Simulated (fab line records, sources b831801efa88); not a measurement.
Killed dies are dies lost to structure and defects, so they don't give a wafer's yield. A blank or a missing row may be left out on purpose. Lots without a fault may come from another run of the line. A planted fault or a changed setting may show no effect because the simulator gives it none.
Tool commonality check | flow gf180mcu | 13 lots, 39 wafers sampled

WHY IT WAS OPENED
At GF_VT_IMPLANT_RS_MEAS_49 the reading MVPSD_RS is flagged on 2 of 13 lots. Wafers without a fault read 1169.3 ohm/sq, standard deviation 2.8.
Rule: a lot is flagged when every wafer of it that has a number lies more than 4 standard deviations from that mean, or none has a number. The other lots count as sound.

lot  | measured     | on            | MVPSD_RS (ohm/sq), wafer by wafer | flag
L703 | day 8 10:13  | film_metro-03 | 1166.5 1172.8 1169.5              |
L704 | day 8 20:53  | film_metro-02 | 1167.8 1166.7 1165.2              |
L707 | day 9 11:23  | film_metro-01 | 1165.0 1165.6 1167.4              |
L710 | day 9 22:41  | film_metro-01 | 1172.4 1173.7 1171.7              |
L709 | day 10 00:54 | film_metro-02 | 1168.4 1167.5 1169.3              |
L711 | day 10 02:22 | film_metro-02 | 1173.6 1176.0 1171.6              |
L712 | day 10 09:31 | film_metro-02 | 1173.2 1171.0 1169.8              |
L713 | day 10 15:34 | film_metro-02 | 1170.5 1169.3 1168.9              |
L715 | day 11 04:11 | film_metro-02 | 1168.8 1169.5 1170.7              |
L717 | day 11 17:06 | film_metro-02 | 1170.8 1169.3 1169.5              |
L718 | day 11 23:52 | film_metro-01 | 1213.4 1215.7 1211.7              | FLAGGED
L719 | day 12 04:14 | film_metro-02 | 1169.4 1167.1 1167.1              |
L720 | day 12 08:54 | film_metro-02 | 1209.6 1211.9 1213.0              | FLAGGED
The numbers of the flagged lots are 1212.5 ohm/sq on average: +43.2 ohm/sq against the usual, or +15 standard deviations.

WHICH TOOL RAN EACH LOT
The record holds 1 process step before the reading, out of a route of 602 steps. In each cell: the tool, then ch and the chambers that the sampled wafers went through, then the start.
lot  | flag    | GF_MVPSD_IMPLANT_09
L703 |         | implanter-02 ch 0, day 5 19:33
L704 |         | implanter-04 ch 0, day 6 05:20
L707 |         | implanter-02 ch 0, day 6 19:03
L710 |         | implanter-01 ch 0, day 7 05:17
L709 |         | implanter-04 ch 0, day 7 06:11
L711 |         | implanter-01 ch 0, day 7 08:26
L712 |         | implanter-04 ch 0, day 7 14:53
L713 |         | implanter-01 ch 0, day 7 20:12
L715 |         | implanter-04 ch 0, day 8 07:39
L717 |         | implanter-02 ch 0, day 8 17:16
L718 | FLAGGED | implanter-04 ch 0, day 9 00:24
L719 |         | implanter-02 ch 0, day 9 03:44
L720 | FLAGGED | implanter-04 ch 0, day 9 09:02
What these steps do:
- GF_MVPSD_IMPLANT_09
- GF_VT_IMPLANT_RS_MEAS_49: measures by four-point-probe.

FLAGGED OVER TOTAL, TOOL BY TOOL (the gauges that took the reading come last)
step                     | tool          | lots run | flagged | share of the flagged lots | sound lots run after its first flagged lot
GF_MVPSD_IMPLANT_09      | implanter-01  | 3        | 0       | none                      | -
GF_MVPSD_IMPLANT_09      | implanter-02  | 4        | 0       | none                      | -
GF_MVPSD_IMPLANT_09      | implanter-04  | 6        | 2       | all                       | 0
GF_VT_IMPLANT_RS_MEAS_49 | film_metro-01 | 3        | 1       | some                      | 0
GF_VT_IMPLANT_RS_MEAS_49 | film_metro-02 | 9        | 1       | some                      | 0
GF_VT_IMPLANT_RS_MEAS_49 | film_metro-03 | 1        | 0       | none                      | -

WHAT THE TABLE ALLOWS
1 row of the table ran every flagged lot: implanter-04 at GF_MVPSD_IMPLANT_09.
- implanter-04 at GF_MVPSD_IMPLANT_09: 2 of its 6 lots flagged. Its last sound lot is L715 (day 8 07:39), its first flagged lot L718 (day 9 00:24): a fault that began between those two fits. Its own readings lie more than 4 standard deviations out on every wafer of the flagged lots: beam_on_s, faraday_current_uA.
One tool is left: implanter-04 at GF_MVPSD_IMPLANT_09.

WHAT THE SIMULATOR HAD PUT IN
Process parameter drift: implanter-04, from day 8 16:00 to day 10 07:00, at GF_MVPSD_IMPLANT_09. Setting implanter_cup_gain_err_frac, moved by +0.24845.
Lots struck among those shown: L718, L720. The rule above found the same.
